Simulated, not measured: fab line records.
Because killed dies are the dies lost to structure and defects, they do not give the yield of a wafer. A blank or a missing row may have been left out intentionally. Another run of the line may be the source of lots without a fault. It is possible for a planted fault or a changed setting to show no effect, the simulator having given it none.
Which of the tools did it? + flow gf180mcu + 6 lots with 18 wafers sampled at 2 steps, on a route of 602 steps

== WHAT THE GAUGES SHOWED, per wafer ==
GF_VT_IMPLANT_RS_MEAS_48: measurement is done with a four-point probe.
| lot  | measured     | on           | LVPWELL_RS (ohm/sq)  |
|------|--------------|--------------|----------------------|
| L923 | day 8 11:28  | filmMetro-04 | 1199.4 1199.4 1198.5 |
| L927 | day 9 14:58  | filmMetro-03 | 1197.7 1196.2 1194.8 |
| L932 | day 10 23:26 | filmMetro-04 | 1201.7 1199.8 1196.3 |
| L936 | day 11 22:43 | filmMetro-03 | 1176.7 1175.8 1177.1 |
| L938 | day 12 16:05 | filmMetro-04 | 1179.6 1176.7 1176.1 |
| L942 | day 13 18:51 | filmMetro-04 | 1198.8 1196.3 1199.2 |

== EACH LOT AND THE TOOL THAT RAN IT (in order: tool; ch and the chambers of the sampled wafers; start) ==
| lot  | GF_LVPWELL_IMPLANT_08          |
|------|--------------------------------|
| L923 | implanter-03 ch 0, day 4 13:58 |
| L927 | implanter-04 ch 0, day 5 13:02 |
| L932 | implanter-02 ch 0, day 6 16:19 |
| L936 | implanter-02 ch 0, day 7 12:55 |
| L938 | implanter-02 ch 0, day 8 02:58 |
| L942 | implanter-04 ch 0, day 9 01:27 |
- GF_LVPWELL_IMPLANT_08

== THE ANSWER, worked out from the rows above alone ==
Rule: the lots themselves supply what counts as usual. Put in order of their means at a reading, lots are off if they are a third of the lots or fewer, leave a main group of 4 or more, and stand apart from it by a gap of 3 or more times the standard deviation of the main group's means; of several such gaps the widest counts. Not used: any main group whose means are identical at the precision the tables above print for the reading. Also off: a lot with no number at a reading for which 4 or more lots have one. All remaining lots with rows at the step are treated as sound.
Off: L936, L938, at GF_VT_IMPLANT_RS_MEAS_48 (LVPWELL_RS). For the main group the mean is 1198.2 ohm/sq and the standard deviation 1.2.
A tool fits if, at a process step before that reading, it ran every lot that is off, and no sound lot after the first of them. The gauges at GF_VT_IMPLANT_RS_MEAS_48 are tried like those tools. One candidate fits, namely implanter-02 at GF_LVPWELL_IMPLANT_08. Its last sound lot is L932 (day 6 16:19), its first lot that is off L936 (day 7 12:55): a fault that began between those two fits.

== WHAT HAD BEEN PUT IN BY THE SIMULATOR ==
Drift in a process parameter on implanter-02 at GF_LVPWELL_IMPLANT_08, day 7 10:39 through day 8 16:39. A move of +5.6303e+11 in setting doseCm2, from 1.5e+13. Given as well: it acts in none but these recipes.
Struck lots among those shown: L936, L938. The rule above found the same.
